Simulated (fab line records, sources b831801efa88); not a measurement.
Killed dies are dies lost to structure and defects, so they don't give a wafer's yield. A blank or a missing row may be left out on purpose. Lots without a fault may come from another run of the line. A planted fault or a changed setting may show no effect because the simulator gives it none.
Chamber matching | flow sky130 | SKY_METAL4_ETCH_17 on rie_diel-04: 4 sister chambers
The step etches SiO2 in C4F8/O2/Ar, stops on TiN, time 3.9 s, target depth 15 nm. 16 wafers are shown with their chamber, then 8 later ones without.

WAFERS WITH THEIR CHAMBER
wafer  | chamber | rf_fwd_power_W (W) | oes_product_au (a.u.)
L077.2 | 3       | 1471               | 0.749
L077.3 | 0       | 1471               | 0.756
L077.6 | 2       | 1459               | 0.750
L078.2 | 3       | 1468               | 0.760
L078.3 | 2       | 1469               | 0.764
L078.5 | 3       | 1465               | 0.767
L083.1 | 0       | 1462               | 0.750
L083.3 | 1       | 1473               | 0.761
L083.5 | 2       | 1463               | 0.764
L087.3 | 0       | 1462               | 0.753
L087.4 | 3       | 1466               | 0.749
L087.5 | 0       | 1459               | 0.758
L088.1 | 3       | 1470               | 0.752
L088.2 | 0       | 1458               | 0.757
L088.5 | 3       | 1473               | 0.761
L089.2 | 3       | 1467               | 0.743

SIGNATURES (means of the wafers above)
reading        | chamber 0 | chamber 1 | chamber 2 | chamber 3 | scatter within a chamber
rf_fwd_power_W | 1462.40   | 1473.00   | 1463.67   | 1468.57   | 4.14
oes_product_au | 0.75480   | 0.76100   | 0.75933   | 0.75443   | 0.00708
Rule: a wafer's distance from a chamber is the root of the sum, over the readings, of the square of ((its reading less the chamber's mean) divided by the reading's scatter). The wafer belongs to the nearest chamber; if the next one is less than 2 further off, it can't be placed. The scatter: the root of (the sum of the squares of (reading less its chamber's mean) over the shown wafers, divided by (wafers less chambers)).

WAFERS WITHOUT THEIR CHAMBER
wafer  | rf_fwd_power_W (W) | oes_product_au (a.u.)
L089.4 | 1462               | 0.760
L089.6 | 1470               | 0.755
L094.1 | 1469               | 0.762
L094.5 | 1469               | 0.765
L094.6 | 1460               | 0.766
L095.3 | 1468               | 0.746
L095.4 | 1466               | 0.763
L095.6 | 1459               | 0.752

WHICH CHAMBER EACH WENT THROUGH
wafer  | from the rows above               | in truth
L089.4 | can't be placed: 2 or 0 or 3      | 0
L089.6 | can't be placed: 3 or 1 or 2 or 0 | 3
L094.1 | can't be placed: 1 or 3 or 2 or 0 | 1
L094.5 | can't be placed: 1 or 3 or 2 or 0 | 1
L094.6 | can't be placed: 2 or 0 or 3 or 1 | 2
L095.3 | can't be placed: 3 or 0 or 2 or 1 | 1
L095.4 | can't be placed: 2 or 3 or 0 or 1 | 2
L095.6 | can't be placed: 0 or 2 or 3      | 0
Placed correctly: 0 of 8. Can't be placed from these rows: 8 (the true chamber is among the candidates in 8). Placed wrongly: 0.
